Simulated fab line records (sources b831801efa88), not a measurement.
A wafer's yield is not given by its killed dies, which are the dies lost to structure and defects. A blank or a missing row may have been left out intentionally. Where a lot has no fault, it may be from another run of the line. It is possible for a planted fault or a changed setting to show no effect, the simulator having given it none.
Comparing a struck lot with a sound one :: flow sfq line :: 14 steps out of a route of 325
Sound: wafers L168.4, L168.5, L168.6. Struck: wafer L164.3. (L164.2, L164.4 of the same lot were not struck and are left out.) The cause comes at the end.
Per side, at each step with rows, come the tool, then ch with its chambers, and then its first start. Under that, the readings that differ: sound wafers :: struck wafers :: difference of the means :: sigmas: that difference in standard deviations of wafers without a fault.
alike: words and numbers the same on both sides, and readings whose means are apart by under 2 such deviations; not compared: readings that were withheld, readings missing a value for some wafer, numbers with overlapping values and no deviation given by the record, and bounds like >300 which may hide the same value.
The two part at a step that has a row with sigmas, a row that says differs or no value, or rows on one side only. When numbers do not overlap yet have no deviation, they are printed without sigmas and do not part them. A reading missing from all wafers of one side parts the sides only when that side holds two or more wafers.

SFQ_TRILAYER_JJ_CE_ETCH_RIE_118: chemistry SF6, target Nb, stops on Al2O3, time 97.7 s, target depth 170 nm.
  sound on rie metal-04 ch 0,1, day 46 20:15; struck on rie metal-04 ch 0, day 45 16:34
  alike: drypump motor current A, oes product au
  not compared: rf hours counter h
then, 1 step without rows for these wafers: SFQ_TRILAYER_JJ_ANODIZE_ANODIZE_119.
SFQ_TRILAYER_JJ_CE_STRIP_STRIP_120: strips in O2.
  sound on rie metal-03 ch 0,1, day 46 21:01; struck on rie metal-04 ch 0, day 45 17:11
reading: drypump motor current A (A)
sound: 5.3 5.4 5.1
struck: 6.0
difference: +0.7
sigmas: +2
  alike: oes product au
  not compared: rf hours counter h
then, 7 steps without rows for these wafers: SFQ_TRILAYER_JJ_CE_STRIP_SOLV_CLEAN_121 (cleans in NMP, time 600 s); SFQ_TRILAYER_M5_LITHO_COAT_128 (resist thk 62 nm); SFQ_TRILAYER_M5_LITHO_COAT_123 (resist thk 600 nm); SFQ_TRILAYER_M5_LITHO_SOFTBAKE_127; SFQ_TRILAYER_M5_LITHO_EXPOSE_124 (exposes mask M5, target cd 700 nm); SFQ_TRILAYER_M5_LITHO_PEB_126 (peb time 60 s); SFQ_TRILAYER_M5_LITHO_DEVELOP_125 (time 60 s).
-- the record jumps here: 4 days lie between the struck wafers' starts before and after --
SFQ_M5_OVL_MEAS_932:
  struck on overlay-02, day 50 01:36; sound on overlay-02, day 51 02:49
  alike: M5_OVL
SFQ_TRILAYER_M5_BARC_OPEN_METAL_ETCH_161: etches BARC in O2, target depth 125 nm, time 41.7 s.
  sound on rie metal-03 ch 0,1, day 51 02:51; struck on rie metal-01 ch 1, day 50 01:38
  alike: drypump motor current A, oes product au, run length s
  not compared: rf hours counter h
SFQ_TRILAYER_M5_ETCH_METAL_ETCH_126: etches Nb in Cl2/BCl3, stops on SiO2, time 203.2 s, target depth 265 nm.
  sound on rie metal-03 ch 0,1, day 51 02:58; struck on rie metal-01 ch 1, day 50 01:41
reading: oes product au (a.u.)
sound: 0.730 0.724 0.724
struck: 0.649
difference: -0.077
sigmas: -12

reading: run length s (s)
sound: 230.7 231.1 231.5
struck: 286.8
difference: +55.7
sigmas: +84

reading: model.KrF_of_TRILAYER_M5_LITHO_COAT_123.thk nm (nm)
sound: 365.4 365.6 371.2
struck: 327.8
difference: -39.6
sigmas: 

reading: model.M5.feature depth nm (nm)
sound: 161.4 160.9 159.2
struck: 166.7
difference: +6.2
sigmas: 

reading: model.SiO2_of_TRILAYER_I4_DEP_PECVD_099.thk nm (nm)
sound: 182 182.7 180.3
struck: 175
difference: -7
sigmas: 
  alike: drypump motor current A
  not compared: rf hours counter h
SFQ_TRILAYER_M5_STRIP_STRIP_127: strips in O2.
  sound on rie metal-03 ch 0,1, day 51 03:17; struck on rie metal-01 ch 1, day 50 01:53
  alike: drypump motor current A, oes product au
  not compared: rf hours counter h

== WHERE THEY PART ==
First at SFQ_TRILAYER_JJ_CE_STRIP_STRIP_120; last, within this record, at SFQ_TRILAYER_M5_ETCH_METAL_ETCH_126. Later steps at which nothing parts them and some readings are alike: SFQ_TRILAYER_M5_STRIP_STRIP_127.

WHY: what the simulator had put in
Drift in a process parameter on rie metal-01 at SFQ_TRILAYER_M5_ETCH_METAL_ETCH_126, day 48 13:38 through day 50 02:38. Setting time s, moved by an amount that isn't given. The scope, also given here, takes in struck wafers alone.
